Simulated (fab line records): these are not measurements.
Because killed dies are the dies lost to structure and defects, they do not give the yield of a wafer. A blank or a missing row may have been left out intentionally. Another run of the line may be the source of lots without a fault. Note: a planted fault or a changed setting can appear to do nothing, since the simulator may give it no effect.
fab line records	flow sky130	part 1 of 2: steps 1 to 30 of 38
record: lots: 5	wafers: 15	last_day: 50
route steps=708 shown LOCAL_INTERCONNECT@392 CONTACT@406
lots that met no fault: taken from a fault-free run of the same line
start_h: the number of hours between the record's first day and the start of the first shown wafer of the lot	wait_h: time in hours since the lot's previous step	" identical to the entry in the row above	L1.1+2: a single row standing in for several wafers	- value missing, or start not given	* or withheld: withheld	< > ~ a bound
route shown NAME@n: NAME is a module with steps in the file, n the number in the route of the first one	usual: mean and standard deviation over wafers with no fault	same: alike in all rows	chamber/n: place in a boat	sites: per-site readings	_std_site: standard deviation of those values	_edge_site: mean of outer sites minus mean of inner sites	radius_mm: how far each site lies from the wafer's centre	mask NAME#n: copy n	behind: the last tool/chamber to shape the wafer	hold: the reason the lot was held/the length of the hold in hours/how it ended	device: the n, p or np transistor that did not switch	end of line: tests of these same wafers at the route's end	a step given without rows: its recipe and nothing more	killed: count of dies lost to structure and defects at first sort (not the wafer's yield)	map: the dies of a wafer, with x for killed, . for not killed, _ for no die there
set.NAME: the setting that was run; set.NAME@STEP: the one run at that earlier step	model.NAME: the simulator's own value behind a step, which no gauge read
lots seen at some steps along the route; tables by step, rows by wafer
services: a tool's chamber out of use, with start hour (start_h, from the record's first day; less than 0 if before it), hours out, and reason
== steps ==
step: SKY_LOCAL_INTERCONNECT_COAT_05
recipe: resist: BARC	temp_c: withheld	time_s: withheld	spin_rpm: 3000	resist_thk_nm: 60
lot.wafer	tool	chamber	start_h	wait_h
L080.2+4+5	litho_track-03	0	749.02	0.1
L088.4+5+6	litho_track-03	0	810.57	0.1
L089.1+3+5	litho_track-03	0	811.65	0.1
L094.1+3+6	litho_track-01	0	851.89	0.1
L097.1+2+3	litho_track-03	0	877.20	0.1
step: SKY_LOCAL_INTERCONNECT_COAT_06
recipe: resist: KrF-thick	spin_rpm: 3000	resist_thk_nm: 444
lot.wafer	tool	chamber	start_h	wait_h
L080.2+4+5	litho_track-03	0	-	-
L088.4+5+6	litho_track-03	0	-	-
L089.1+3+5	litho_track-03	0	-	-
L094.1+3+6	litho_track-01	0	-	-
L097.1+2+3	litho_track-03	0	-	-
step: SKY_LOCAL_INTERCONNECT_SOFTBAKE_07
recipe: temp_c: 100	time_s: 90	resist: KrF-thick
same: time_s: 90
lot.wafer	tool	chamber	start_h	wait_h
L080.2+4+5	litho_track-03	0	-	-
L088.4+5+6	litho_track-03	0	-	-
L089.1+3+5	litho_track-03	0	-	-
L094.1+3+6	litho_track-01	0	-	-
L097.1+2+3	litho_track-03	0	-	-
step: SKY_LOCAL_INTERCONNECT_EXPOSE_08
recipe: mask_id: LI1M	na: 0.8	source_shape: annular	sigma_inner: 0.55	sigma_outer: 0.85	target_cd_nm: 170	dose_mj: 28
lot.wafer	tool	chamber	start_h	wait_h	mask
L080.2+4+5	krf_scanner-02	0	-	-	LI1M#0
L088.4+5+6	krf_scanner-02	0	-	-	LI1M#0
L089.1+3+5	krf_scanner-02	0	-	-	LI1M#0
L094.1+3+6	krf_scanner-01	0	-	-	LI1M#0
L097.1+2+3	krf_scanner-02	0	-	-	LI1M#0
step: SKY_LOCAL_INTERCONNECT_PEB_09
recipe: peb_temp_c: withheld	peb_time_s: withheld	resist: KrF-thick
lot.wafer	tool	chamber	start_h	wait_h
L080.2+4+5	litho_track-03	0	-	-
L088.4+5+6	litho_track-03	0	-	-
L089.1+3+5	litho_track-02	0	-	-
L094.1+3+6	litho_track-01	0	-	-
L097.1+2+3	litho_track-03	0	-	-
step: SKY_LOCAL_INTERCONNECT_DEVELOP_10
recipe: develop_time_s: 60	resist: KrF-thick	dev_temp_c: 21
same: develop_time_s: 60
lot.wafer	tool	chamber	start_h	wait_h
L080.2+4+5	litho_track-03	0	-	-
L088.4+5+6	litho_track-03	0	-	-
L089.1+3+5	litho_track-02	0	-	-
L094.1+3+6	litho_track-01	0	-	-
L097.1+2+3	litho_track-03	0	-	-
step: SKY_LOCAL_INTERCONNECT_CD_MEAS_11
recipe: target_cd_nm: 170
usual: cd_nm: 170.0/1.5
lot.wafer	tool	chamber	start_h	wait_h	cd_nm
L080.2	cd_sem-01	-	762.77	-	170.0
L080.4	"	-	"	"	169.1
L080.5	"	-	"	"	169.2
L088.4	cd_sem-02	-	823.06	-	171.8
L088.5	"	-	"	"	170.4
L088.6	"	-	"	"	170.9
L089.1	cd_sem-02	-	824.14	-	171.0
L089.3	"	-	"	"	171.4
L089.5	"	-	"	"	171.1
L094.1	cd_sem-02	-	865.99	-	169.1
L094.3	"	-	"	"	167.5
L094.6	"	-	"	"	168.5
L097.1	cd_sem-01	-	891.00	-	171.4
L097.2	"	-	"	"	169.1
L097.3	"	-	"	"	169.7
step: SKY_LOCAL_INTERCONNECT_OVL_MEAS_12
usual: LOCAL_INTERCONNECT_OVL: 2/6.5
lot.wafer	tool	chamber	start_h	wait_h	LOCAL_INTERCONNECT_OVL[nm]
L080.2	overlay-02	-	762.87	0.1	-1
L080.4	"	-	"	"	-4
L080.5	"	-	"	"	-1
L088.4	overlay-02	-	823.14	0.1	14
L088.5	"	-	"	"	4
L088.6	"	-	"	"	15
L089.1	overlay-02	-	824.26	0.1	7
L089.3	"	-	"	"	8
L089.5	"	-	"	"	7
L094.1	overlay-01	-	866.11	0.1	11
L094.3	"	-	"	"	5
L094.6	"	-	"	"	2
L097.1	overlay-01	-	891.12	0.1	6
L097.2	"	-	"	"	-6
L097.3	"	-	"	"	4
step: SKY_LOCAL_INTERCONNECT_ETCH_13
recipe: chemistry: N2/H2	target: BARC	ion_energy_ev: 200	bias_w: 100	pressure_mtorr: 30	n2_flow_sccm: 100	h2_flow_sccm: 200	icp_w: 500	stop_on: SiO2	time_s: 45.9	target_depth_a: 600
usual: drypump_motor_current_A: 5.5/0.53	oes_product_au: 0.855/0.0047	rf_fwd_power_W: 493.6/1.8	throttle_valve_pct: 13.226/0.01
same: time_s: 45.9
lot.wafer	tool	chamber	start_h	wait_h	drypump_motor_current_A	oes_product_au	rf_fwd_power_W	rf_hours_counter_h	throttle_valve_pct
L080.2	rie_metal-03	0	762.90	0.0	6.0	0.859	494.0	3.3	13.224
L080.4	"	0	"	"	6.0	0.856	495.9	-	13.217
L080.5	"	1	"	"	5.7	0.851	496.7	-	13.238
L088.4	rie_metal-01	1	823.18	0.0	4.7	0.854	491.9	-	13.213
L088.5	"	0	"	"	5.9	0.856	491.3	-	13.233
L088.6	"	1	"	"	4.7	0.852	494.1	-	13.214
L089.1	rie_metal-02	1	824.29	0.0	6.0	0.856	494.8	3.6	13.232
L089.3	"	1	"	"	6.0	0.850	494.3	-	13.229
L089.5	"	1	"	"	5.9	0.858	495.2	-	13.238
L094.1	rie_metal-01	1	866.14	0.0	4.7	0.858	493.1	10.1	13.217
L094.3	"	1	"	"	4.7	0.857	493.5	-	13.223
L094.6	"	1	"	"	4.7	0.853	495.1	-	13.233
L097.1	rie_metal-01	0	891.16	0.0	5.9	0.868	492.0	8.2	13.205
L097.2	"	1	"	"	4.7	0.855	492.1	11.4	13.229
L097.3	"	0	"	"	5.9	0.853	492.0	-	13.240
step: SKY_LOCAL_INTERCONNECT_METAL_ETCH_14
recipe: target_depth_nm: 110	stop_on: PSG	chemistry: Cl2/BCl3	target: TiN	resist_sidewall_deg: 88	pressure_mtorr: 10	icp_w: 900	bias_w: 48.5	Cl2_flow_sccm: 60	bcl3_flow_sccm: 30	time_s: 31.4
usual: bcl3_flow_sccm: 30.00/0.089	drypump_motor_current_A: 5.5/0.53	oes_product_au: 0.940/0.0078	rf_fwd_power_W: 886/4.3	throttle_valve_pct: 21.902/0.0097
same: time_s: 31.4
lot.wafer	tool	chamber	start_h	wait_h	bcl3_flow_sccm	drypump_motor_current_A	oes_product_au	rf_fwd_power_W	rf_hours_counter_h	throttle_valve_pct
L080.2	rie_metal-03	0	762.97	0.0	30.04	6.0	0.929	894	3.3	21.908
L080.4	"	0	"	"	30.16	6.0	0.941	893	-	21.908
L080.5	"	1	"	"	30.02	5.7	0.937	891	-	21.880
L088.4	rie_metal-01	1	823.24	0.0	29.94	4.7	0.944	885	-	21.895
L088.5	"	0	"	"	29.86	5.9	0.951	879	-	21.907
L088.6	"	1	"	"	30.02	4.7	0.940	886	-	21.904
L089.1	rie_metal-02	1	824.36	0.0	30.04	5.9	0.936	884	3.6	21.892
L089.3	"	1	"	"	29.99	5.9	0.932	890	-	21.917
L089.5	"	1	"	"	29.91	5.9	0.924	888	-	21.908
L094.1	rie_metal-01	1	866.21	0.0	30.00	4.7	0.944	881	10.1	21.912
L094.3	"	1	"	"	30.04	4.7	0.947	880	-	21.904
L094.6	"	1	"	"	29.93	4.7	0.942	887	-	21.915
L097.1	rie_metal-01	0	891.22	0.0	29.83	5.9	0.931	878	8.3	21.911
L097.2	"	1	"	"	30.05	4.7	0.937	885	11.4	21.901
L097.3	"	0	"	"	29.84	5.9	0.948	877	-	21.909
step: SKY_LOCAL_INTERCONNECT_STRIP_15
recipe: chemistry: O2/N2	power_w: 1400	pressure_mtorr: 1500	platen_temp_c: withheld	o2_flow_sccm: 3000	n2_flow_sccm: 300	overash_fraction: 0.5
usual: drypump_motor_current_A: 5.6/0.4	oes_product_au: 0.425/0.0051	strip_time_to_endpoint_s: 4.670/0.021
lot.wafer	tool	chamber	start_h	wait_h	drypump_motor_current_A	oes_product_au	rf_hours_counter_h	strip_time_to_endpoint_s
L080.2	plasma_asher-04	1	763.02	0.0	5.6	0.430	32	4.679
L080.4	"	0	"	"	5.3	0.421	-	4.688
L080.5	"	1	"	"	5.6	0.421	-	4.668
L088.4	plasma_asher-04	1	823.30	0.1	5.6	0.436	-	4.684
L088.5	"	1	"	"	5.6	0.426	-	4.659
L088.6	"	0	"	"	5.3	0.426	-	4.670
L089.1	plasma_asher-04	0	824.41	0.0	5.3	0.416	39	4.672
L089.3	"	0	"	"	5.3	0.422	-	4.679
L089.5	"	0	"	"	5.3	0.424	-	4.693
L094.1	plasma_asher-04	1	866.26	0.0	5.6	0.431	43	4.641
L094.3	"	1	"	"	5.6	0.418	-	4.670
L094.6	"	0	"	"	5.3	0.428	-	4.673
L097.1	plasma_asher-02	1	891.27	0.0	6.1	0.435	113	4.660
L097.2	"	0	"	"	6.0	0.421	113	4.660
L097.3	"	1	"	"	6.1	0.428	-	4.655
step: SKY_LOCAL_INTERCONNECT_STRIP_16
recipe: chemistry: post_etch_residue_remover	time_s: 1200	temp_c: 72.5
usual: bath_guard_temp_C: 72.6/0.48
same: time_s: 1200
lot.wafer	tool	chamber	start_h	wait_h	bath_guard_temp_C
L080.2	wet_bench-01	3	763.12	0.1	71.7
L080.4	"	3	"	"	71.9
L080.5	"	3	"	"	71.5
L088.4	wet_bench-03	0	823.37	0.0	72.7
L088.5	"	0	"	"	72.5
L088.6	"	0	"	"	72.7
L089.1	wet_bench-02	3	824.51	0.1	72.3
L089.3	"	3	"	"	72.1
L089.5	"	3	"	"	72.0
L094.1	wet_bench-02	0	866.36	0.1	73.1
L094.3	"	0	"	"	73.0
L094.6	"	0	"	"	72.6
L097.1	wet_bench-03	1	891.37	0.1	72.7
L097.2	"	1	"	"	72.6
L097.3	"	1	"	"	72.7
step: SKY_LOCAL_INTERCONNECT_CLEAN_17
recipe: chemistry: IPA	time_s: 180	temp_c: 25
same: time_s: 180
lot.wafer	tool	chamber	start_h	wait_h
L080.2+4+5	wet_bench-03	0	763.46	0.0
L088.4+5+6	wet_bench-01	0	823.71	0.0
L089.1+3+5	wet_bench-03	0	825.32	0.0
L094.1+3+6	wet_bench-03	1	866.70	0.0
L097.1+2+3	wet_bench-01	3	891.71	0.0
step: SKY_LOCAL_INTERCONNECT_CLEAN_18
recipe: chemistry: O3/DIW	dry: n2_spin
lot.wafer	tool	chamber	start_h	wait_h
L080.2+4+5	wet_bench-02	0	763.52	0.0
L088.4+5+6	wet_bench-02	1	823.78	0.0
L089.1+3+5	wet_bench-02	1	825.38	0.0
L094.1+3+6	wet_bench-01	0	866.76	0.0
L097.1+2+3	wet_bench-02	2	891.78	0.0
step: SKY_CONTACT_CVD_00
recipe: material: Si3N4	target_thk_nm: 75	temp_c: 400	time_s: withheld	rf_w: 450
usual: heater_power_w: 701/70	rf_fwd_power_W: 444.3/2.3
lot.wafer	tool	chamber	start_h	wait_h	heater_power_w	rf_fwd_power_W
L080.2	pecvd-02	1	763.62	0.0	611	445.3
L080.4	"	1	"	"	640	446.0
L080.5	"	2	"	"	577	445.6
L088.4	pecvd-03	0	824.02	0.0	721	446.6
L088.5	"	2	"	"	733	445.7
L088.6	"	0	"	"	750	443.7
L089.1	pecvd-02	0	825.60	0.0	711	444.5
L089.3	"	1	"	"	732	446.2
L089.5	"	0	"	"	702	445.2
L094.1	pecvd-04	1	866.85	0.0	672	439.1
L094.3	"	0	"	"	804	445.9
L094.6	"	2	"	"	611	445.5
L097.1	pecvd-04	1	891.87	0.0	660	439.8
L097.2	"	2	"	"	713	443.6
L097.3	"	0	"	"	837	446.2
step: SKY_CONTACT_THK_MEAS_01
recipe: reads: Si3N4_of_CONTACT_CVD_00
usual: CONTACT_CVD_00_THK: 74.8/0.93
lot.wafer	tool	chamber	start_h	wait_h	CONTACT_CVD_00_THK[nm]
L080.2	film_metro-02	-	763.68	-	73.6
L080.4	"	-	"	"	75.1
L080.5	"	-	"	"	75.7
L088.4	film_metro-03	-	824.08	-	74.9
L088.5	"	-	"	"	76.5
L088.6	"	-	"	"	76.1
L089.1	film_metro-03	-	825.63	-	76.2
L089.3	"	-	"	"	73.8
L089.5	"	-	"	"	75.5
L094.1	film_metro-01	-	866.88	-	73.3
L094.3	"	-	"	"	72.9
L094.6	"	-	"	"	74.1
L097.1	film_metro-03	-	891.90	-	75.3
L097.2	"	-	"	"	73.9
L097.3	"	-	"	"	75.5
step: SKY_CONTACT_HDPCVD_02
recipe: material: SiO2	target_thk_nm: 565	sigma_open_frac: 0.3	time_s: 94.2	temp_c: 600	sih4_flow_sccm: 60	pressure_mtorr: 6
usual: sih4_flow_sccm: 59.99/0.18
same: time_s: 94.2
lot.wafer	tool	chamber	start_h	wait_h	sih4_flow_sccm
L080.2	hdpcvd-01	0	763.73	0.0	60.11
L080.4	"	1	"	"	60.41
L080.5	"	2	"	"	60.12
L088.4	hdpcvd-01	2	824.14	0.1	59.74
L088.5	"	1	"	"	60.04
L088.6	"	0	"	"	60.17
L089.1	hdpcvd-01	1	825.69	0.1	59.87
L089.3	"	2	"	"	59.49
L089.5	"	0	"	"	60.10
L094.1	hdpcvd-01	2	866.94	0.1	60.04
L094.3	"	1	"	"	59.80
L094.6	"	0	"	"	60.03
L097.1	hdpcvd-02	1	891.96	0.1	60.11
L097.2	"	2	"	"	60.17
L097.3	"	0	"	"	59.87
step: SKY_CONTACT_THK_MEAS_03
recipe: reads: SiO2_of_CONTACT_HDPCVD_02
usual: CONTACT_HDPCVD_THK: 566/5.5
lot.wafer	tool	chamber	start_h	wait_h	CONTACT_HDPCVD_THK[nm]
L080.2	film_metro-03	-	763.81	0.0	566
L080.4	"	-	"	"	563
L080.5	"	-	"	"	566
L088.4	film_metro-01	-	824.21	0.0	564
L088.5	"	-	"	"	562
L088.6	"	-	"	"	567
L089.1	film_metro-02	-	825.76	0.0	568
L089.3	"	-	"	"	560
L089.5	"	-	"	"	561
L094.1	film_metro-03	-	867.01	0.0	560
L094.3	"	-	"	"	563
L094.6	"	-	"	"	561
L097.1	film_metro-01	-	892.03	0.0	564
L097.2	"	-	"	"	563
L097.3	"	-	"	"	562
step: SKY_CONTACT_CMP_04
recipe: material: SiO2	down_force_psi: 4	platen_rpm: 60	pad_velocity_m_s: 0.94248
usual: edge_zone_pressure_frac: 0.999/0.0046	motor_current_A: 12.3/0.93	time_to_endpoint_s: 85/4
lot.wafer	tool	chamber	start_h	wait_h	edge_zone_pressure_frac	motor_current_A	time_to_endpoint_s
L080.4	cmp-02	1	763.97	0.1	1.002	12.1	83
L080.2	"	3	"	"	1.002	12.4	84
L080.5	"	1	"	"	1.004	12.6	83
L088.4	cmp-01	1	824.29	0.1	1.001	11.8	82
L088.6	"	0	"	"	1.005	12.1	84
L088.5	"	1	"	"	1.003	12.1	81
L089.3	cmp-02	3	825.87	0.1	1.001	11.6	86
L089.1	"	0	"	"	1.007	13.3	93
L089.5	"	2	"	"	0.996	13.4	86
L094.1	cmp-02	1	867.12	0.1	0.998	11.6	85
L094.3	"	3	"	"	1.006	12.1	86
L094.6	"	1	"	"	1.000	11.7	83
L097.2	cmp-02	0	892.09	0.0	0.992	12.9	93
L097.1	"	1	"	"	1.002	12.0	90
L097.3	"	3	"	"	1.001	12.6	91
step: SKY_CONTACT_BOW_MEAS_05
recipe: mode: bow
usual: CONTACT_BOW: 83/6.6
lot.wafer	tool	chamber	start_h	wait_h	CONTACT_BOW[um]
L080.2	film_metro-03	-	764.31	0.2	78
L080.4	"	-	"	"	79
L080.5	"	-	"	"	80
L088.4	film_metro-01	-	824.60	0.3	82
L088.5	"	-	"	"	83
L088.6	"	-	"	"	81
L089.1	film_metro-02	-	826.12	0.1	85
L089.3	"	-	"	"	83
L089.5	"	-	"	"	76
L094.1	film_metro-02	-	867.37	0.2	88
L094.3	"	-	"	"	83
L094.6	"	-	"	"	83
L097.1	film_metro-03	-	892.39	0.2	80
L097.2	"	-	"	"	74
L097.3	"	-	"	"	87
step: SKY_CONTACT_DEHYDRATE_06
recipe: temp_c: 200	time_s: 60
same: time_s: 60
lot.wafer	tool	chamber	start_h	wait_h
L080.2+4+5	litho_track-03	0	777.77	13.4
L088.4+5+6	litho_track-01	0	837.91	13.3
L089.1+3+5	litho_track-04	0	839.66	13.5
L094.1+3+6	litho_track-04	0	879.11	11.7
L097.1+2+3	litho_track-01	0	903.89	11.5
step: SKY_CONTACT_HMDS_07
recipe: prime_time_s: 60	prime_temp_c: 120
usual: prime_temp_c: 120.00/0.13
lot.wafer	tool	chamber	start_h	wait_h	prime_temp_c
L080.2	litho_track-03	0	777.92	0.1	119.85
L080.4	"	0	"	"	119.80
L080.5	"	0	"	"	119.67
L088.4	litho_track-01	0	838.06	0.1	119.81
L088.5	"	0	"	"	120.07
L088.6	"	0	"	"	119.98
L089.1	litho_track-04	0	839.81	0.1	120.03
L089.3	"	0	"	"	119.75
L089.5	"	0	"	"	120.04
L094.1	litho_track-04	0	879.26	0.1	120.03
L094.3	"	0	"	"	120.11
L094.6	"	0	"	"	120.02
L097.1	litho_track-01	0	904.04	0.1	120.28
L097.2	"	0	"	"	120.15
L097.3	"	0	"	"	120.01
step: SKY_CONTACT_COAT_08
recipe: resist: BARC	temp_c: withheld	time_s: withheld	spin_rpm: 3000	resist_thk_nm: 60
lot.wafer	tool	chamber	start_h	wait_h
L080.2+4+5	litho_track-03	0	778.07	0.1
L088.4+5+6	litho_track-01	0	838.21	0.1
L089.1+3+5	litho_track-04	0	839.96	0.1
L094.1+3+6	litho_track-04	0	879.41	0.1
L097.1+2+3	litho_track-01	0	904.19	0.1
step: SKY_CONTACT_COAT_09
recipe: resist: KrF-thick	spin_rpm: 2944	resist_thk_nm: 450
lot.wafer	tool	chamber	start_h	wait_h
L080.2+4+5	litho_track-03	0	-	-
L088.4+5+6	litho_track-01	0	-	-
L089.1+3+5	litho_track-04	0	-	-
L094.1+3+6	litho_track-04	0	-	-
L097.1+2+3	litho_track-01	0	-	-
step: SKY_CONTACT_SOFTBAKE_10
recipe: temp_c: 100	time_s: 90	resist: KrF-thick
same: time_s: 90
lot.wafer	tool	chamber	start_h	wait_h
L080.2+4+5	litho_track-03	0	-	-
L088.4+5+6	litho_track-01	0	-	-
L089.1+3+5	litho_track-04	0	-	-
L094.1+3+6	litho_track-04	0	-	-
L097.1+2+3	litho_track-01	0	-	-
step: SKY_CONTACT_EXPOSE_11
recipe: mask_id: CTM1	na: 0.8	source_shape: annular	sigma_inner: 0.55	sigma_outer: 0.85	target_cd_nm: 170	dose_mj: 38
lot.wafer	tool	chamber	start_h	wait_h	mask
L080.2+4+5	krf_scanner-01	0	-	-	CTM1#0
L088.4+5+6	krf_scanner-01	0	-	-	CTM1#0
L089.1+3+5	krf_scanner-02	0	-	-	CTM1#0
L094.1+3+6	krf_scanner-02	0	-	-	CTM1#0
L097.1+2+3	krf_scanner-01	0	-	-	CTM1#0
step: SKY_CONTACT_PEB_12
recipe: peb_temp_c: withheld	peb_time_s: withheld	resist: KrF-thick
lot.wafer	tool	chamber	start_h	wait_h
L080.2+4+5	litho_track-03	0	-	-
L088.4+5+6	litho_track-01	0	-	-
L089.1+3+5	litho_track-04	0	-	-
L094.1+3+6	litho_track-01	0	-	-
L097.1+2+3	litho_track-03	0	-	-
step: SKY_CONTACT_DEVELOP_13
recipe: develop_time_s: 60	resist: KrF-thick	dev_temp_c: 21
same: develop_time_s: 60
lot.wafer	tool	chamber	start_h	wait_h
L080.2+4+5	litho_track-03	0	-	-
L088.4+5+6	litho_track-01	0	-	-
L089.1+3+5	litho_track-04	0	-	-
L094.1+3+6	litho_track-01	0	-	-
L097.1+2+3	litho_track-03	0	-	-
step: SKY_CONTACT_CD_MEAS_14
recipe: target_cd_nm: 170
usual: cd_nm: 170.1/1.8
lot.wafer	tool	chamber	start_h	wait_h	cd_nm
L080.2	cd_sem-01	-	791.52	-	169.8
L080.4	"	-	"	"	170.7
L080.5	"	-	"	"	170.1
L088.4	cd_sem-01	-	850.75	-	170.0
L088.5	"	-	"	"	170.1
L088.6	"	-	"	"	168.2
L089.1	cd_sem-02	-	852.86	-	169.1
L089.3	"	-	"	"	168.5
L089.5	"	-	"	"	167.8
L094.1	cd_sem-01	-	893.39	-	170.2
L094.3	"	-	"	"	171.7
L094.6	"	-	"	"	168.9
L097.1	cd_sem-01	-	917.50	-	171.9
L097.2	"	-	"	"	172.5
L097.3	"	-	"	"	173.6
step: SKY_CONTACT_OVL_MEAS_15
usual: CONTACT_OVL: 0/6.4
lot.wafer	tool	chamber	start_h	wait_h	CONTACT_OVL[nm]
L080.2	overlay-01	-	791.62	0.1	-4
L080.4	"	-	"	"	7
L080.5	"	-	"	"	-6
L088.4	overlay-02	-	850.83	0.1	0
L088.5	"	-	"	"	-4
L088.6	"	-	"	"	-4
L089.1	overlay-02	-	852.98	0.1	-5
L089.3	"	-	"	"	-10
L089.5	"	-	"	"	-5
L094.1	overlay-01	-	893.51	0.1	8
L094.3	"	-	"	"	7
L094.6	"	-	"	"	-4
L097.1	overlay-01	-	917.62	0.1	0
L097.2	"	-	"	"	0
L097.3	"	-	"	"	0
